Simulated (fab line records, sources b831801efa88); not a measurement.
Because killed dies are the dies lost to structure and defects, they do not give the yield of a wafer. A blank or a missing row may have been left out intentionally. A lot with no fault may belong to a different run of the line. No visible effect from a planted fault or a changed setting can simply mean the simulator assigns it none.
Which tool was responsible? | flow gf180mcu | 39 wafers from 13 lots sampled at 6 of the route's 602 steps

## WHAT EACH GAUGE READ, for each wafer
GF_MVPSD_OVL_MEAS_07. Usual: MVPSD_OVL typically reads 0.5 nm, with standard deviation 1.3.
lot  | measured     | on         | MVPSD_OVL (nm) | flag
L433 | day 5 09:25  | overlay-01 | -1.0 0.8 -0.1  |
L441 | day 7 05:08  | overlay-02 | -0.9 0.5 -1.0  |
L444 | day 7 21:46  | overlay-01 | 0.3 -0.9 -0.4  |
L445 | day 8 01:46  | overlay-02 | 4.1 3.0 2.8    |
L446 | day 8 14:29  | overlay-02 | 2.4 1.2 2.4    |
L447 | day 8 23:25  | overlay-02 | 1.1 -0.5 -2.2  |
L448 | day 9 00:00  | overlay-01 | -1.1 0.1 1.0   |
L449 | day 9 15:26  | overlay-01 | 0.5 0.3 1.8    |
L450 | day 9 15:59  | overlay-02 | 0.1 0.5 0.2    |
L453 | day 10 07:43 | overlay-01 | -1.8 -0.6 -0.5 |
L452 | day 10 08:22 | overlay-01 | -1.5 -1.4 -0.7 |
L454 | day 10 13:10 | overlay-02 | 0.9 2.0 0.9    |
L455 | day 10 23:20 | overlay-01 | 0.4 1.0 0.1    |

GF_VT_IMPLANT_OVL_MEAS_40. Usual: VT_IMPLANT_03_OVL typically reads -0.1 nm, with standard deviation 1.3.
lot  | measured     | on         | VT_IMPLANT_03_OVL (nm) | flag
L433 | day 7 19:56  | overlay-01 | 1.4 0.4 0.9            |
L441 | day 9 22:59  | overlay-01 | - - -                  | OFF
L444 | day 10 17:08 | overlay-02 | -0.9 -0.2 -2.3         |
L445 | day 10 22:44 | overlay-02 | 0.0 -1.0 -1.4          |
L446 | day 11 12:34 | overlay-02 | 1.8 2.1 2.4            |
L447 | day 11 23:14 | overlay-01 | -0.4 -0.6 -0.1         |
L448 | day 12 01:03 | overlay-02 | 0.8 0.9 0.4            |
L449 | day 12 16:35 | overlay-02 | -0.6 -0.7 -1.7         |
L450 | day 12 17:30 | overlay-01 | -0.1 -0.3 -0.8         |
L453 | day 13 11:11 | overlay-02 | 0.9 0.1 0.1            |
L452 | day 13 11:50 | overlay-02 | -0.7 -0.2 -0.6         |
L454 | day 13 16:39 | overlay-01 | -2.3 -0.5 -0.6         |
L455 | day 14 04:38 | overlay-02 | -1.3 -0.9 -1.0         |

GF_VT_IMPLANT_TW_MEAS_43. Usual: VT_IMPLANT_4_TW typically reads 690, with standard deviation 7.
lot  | measured     | on            | VT_IMPLANT_4_TW | flag
L433 | day 7 20:13  | film metro-02 | 690 687 686     |
L441 | day 9 23:16  | film metro-03 | 30 30 30        | OFF
L444 | day 10 17:25 | film metro-02 | 689 690 690     |
L445 | day 10 23:01 | film metro-04 | 694 697 696     |
L446 | day 11 12:52 | film metro-04 | 693 695 692     |
L447 | day 11 23:31 | film metro-02 | 685 687 686     |
L448 | day 12 01:20 | film metro-04 | 703 698 697     |
L449 | day 12 16:52 | film metro-03 | 678 678 678     |
L450 | day 12 17:48 | film metro-04 | 698 699 697     |
L453 | day 13 11:28 | film metro-03 | 683 680 681     |
L452 | day 13 12:07 | film metro-02 | 694 693 691     |
L454 | day 13 16:56 | film metro-03 | 678 682 684     |
L455 | day 14 04:56 | film metro-03 | 681 681 679     |

GF_DUAL_GATE_OVL_MEAS_11. Usual: DUAL_GATE_OVL typically reads -0.1 nm, with standard deviation 1.3.
lot  | measured     | on         | DUAL_GATE_OVL (nm) | flag
L433 | day 8 15:05  | overlay-02 | -1.6 -0.2 0.2      |
L444 | day 11 14:56 | overlay-02 | -3.0 -2.7 -2.8     |
L445 | day 11 19:31 | overlay-01 | -1.6 -1.7 -1.7     |
L446 | day 12 11:05 | overlay-02 | 0.9 0.6 0.3        |
L447 | day 12 21:05 | overlay-01 | 2.8 0.8 1.4        |
L448 | day 12 23:25 | overlay-02 | 1.1 2.3 0.8        |
L449 | day 13 14:44 | overlay-01 | -0.5 -0.3 -2.2     |
L450 | day 13 15:42 | overlay-02 | -0.2 1.3 0.3       |
L453 | day 14 10:17 | overlay-02 | -0.5 0.3 -1.5      |
L452 | day 14 11:31 | overlay-02 | -0.6 1.8 0.4       |
L454 | day 14 15:57 | overlay-01 | -2.2 -2.2 -3.3     |
L455 | day 15 05:08 | overlay-02 | -0.1 0.5 -0.6      |

## TOOL THAT RAN EACH LOT (tool first, then ch and the chambers of the sampled wafers, then the start)
lot  | GF_VT_IMPLANT_EXPOSE_37             | GF_VT_IMPLANT_STRIP_42
L433 | iline stepper-02 ch 0, day 7 11:56  | plasma asher-04 ch 0,1, day 7 20:07
L441 | iline stepper-01 ch 0, day 9 14:47  | plasma asher-03 ch 0,1, day 9 23:10
L444 | iline stepper-01 ch 0, day 10 08:37 | plasma asher-02 ch 1, day 10 17:19
L445 | iline stepper-01 ch 0, day 10 13:38 | plasma asher-03 ch 0,1, day 10 22:55
L446 | iline stepper-01 ch 0, day 11 03:50 | plasma asher-02 ch 0, day 11 12:46
L447 | iline stepper-01 ch 0, day 11 14:32 | plasma asher-02 ch 0,1, day 11 23:25
L448 | iline stepper-01 ch 0, day 11 15:53 | plasma asher-04 ch 0,1, day 12 01:16
L449 | iline stepper-02 ch 0, day 12 06:31 | plasma asher-04 ch 0,1, day 12 16:46
L450 | iline stepper-01 ch 0, day 12 07:46 | plasma asher-02 ch 0,1, day 12 17:43
L453 | iline stepper-02 ch 0, day 13 01:20 | plasma asher-03 ch 0,1, day 13 11:22
L452 | iline stepper-02 ch 0, day 13 02:07 | plasma asher-04 ch 0,1, day 13 12:01
L454 | iline stepper-01 ch 0, day 13 07:12 | plasma asher-04 ch 0,1, day 13 16:51
L455 | iline stepper-01 ch 0, day 13 18:49 | plasma asher-04 ch 0,1, day 14 04:49
- GF_VT_IMPLANT_EXPOSE_37: exposes mask Nwell HV AREA, target cd 860 nm.
- GF_VT_IMPLANT_STRIP_42: strips in O2/N2.

## WHAT THE TOOLS THEMSELVES READ (means of the sampled wafers that have a number; where no wafer has one, the mark that the record gives instead)
GF_VT_IMPLANT_STRIP_42. Usual: drypump motor current A 5.84 A, standard deviation 0.17; heater power w 341 W, standard deviation 29; oes product au 0.716 a.u., standard deviation 0.0045; strip time to endpoint s 12.611 s, standard deviation 0.029.
lot  | tool            | drypump motor current A (A) | heater power w (W) | oes product au (a.u.) | strip time to endpoint s (s) | flag
L433 | plasma asher-04 | 6.01                        | 341                | 0.719                 | 12.588                       |
L441 | plasma asher-03 | 5.77                        | 382                | 0.716                 | 12.572                       |
L444 | plasma asher-02 | 5.86                        | 295                | 0.714                 | 12.620                       |
L445 | plasma asher-03 | 5.83                        | 381                | 0.718                 | 12.615                       |
L446 | plasma asher-02 | 5.56                        | 326                | 0.717                 | 12.620                       |
L447 | plasma asher-02 | 5.65                        | 316                | 0.714                 | 12.616                       |
L448 | plasma asher-04 | 5.94                        | 337                | 0.712                 | 12.596                       |
L449 | plasma asher-04 | 5.94                        | 340                | 0.713                 | 12.598                       |
L450 | plasma asher-02 | 5.76                        | 307                | 0.721                 | 12.573                       |
L453 | plasma asher-03 | 5.84                        | 384                | 0.715                 | 12.644                       |
L452 | plasma asher-04 | 6.02                        | 344                | 0.712                 | 12.587                       |
L454 | plasma asher-04 | 5.96                        | 333                | 0.719                 | 12.659                       |
L455 | plasma asher-04 | 6.02                        | 344                | 0.717                 | 12.602                       |

## THE ANSWER, worked out from the rows above alone
Rule: a lot counts as off when the mean over its wafers that have a number is more than 3 standard deviations away from the usual mean. Also off: a lot with no number at a reading for which 4 or more lots have one. The other lots that the step has rows for count as sound. First the gauges in route order, then the tools' own readings, where a lot's mean is used as printed above. The first step at which some lot is off is used, and at that step the reading that is off furthest; a lot without a number counts as furthest.
Off: at GF_VT_IMPLANT_OVL_MEAS_40 (VT_IMPLANT_03_OVL), L441. Without a number there: L441.
A tool fits if, at a process step before that reading, it ran every lot that is off, and no sound lot after the first of them. The gauges at GF_VT_IMPLANT_OVL_MEAS_40 aren't tried: what is off there is off at GF_VT_IMPLANT_TW_MEAS_43 too, on other tools, and a gauge's error can't cause that. No candidate that was tried fits.

## WHAT THE SIMULATOR HAD INSERTED
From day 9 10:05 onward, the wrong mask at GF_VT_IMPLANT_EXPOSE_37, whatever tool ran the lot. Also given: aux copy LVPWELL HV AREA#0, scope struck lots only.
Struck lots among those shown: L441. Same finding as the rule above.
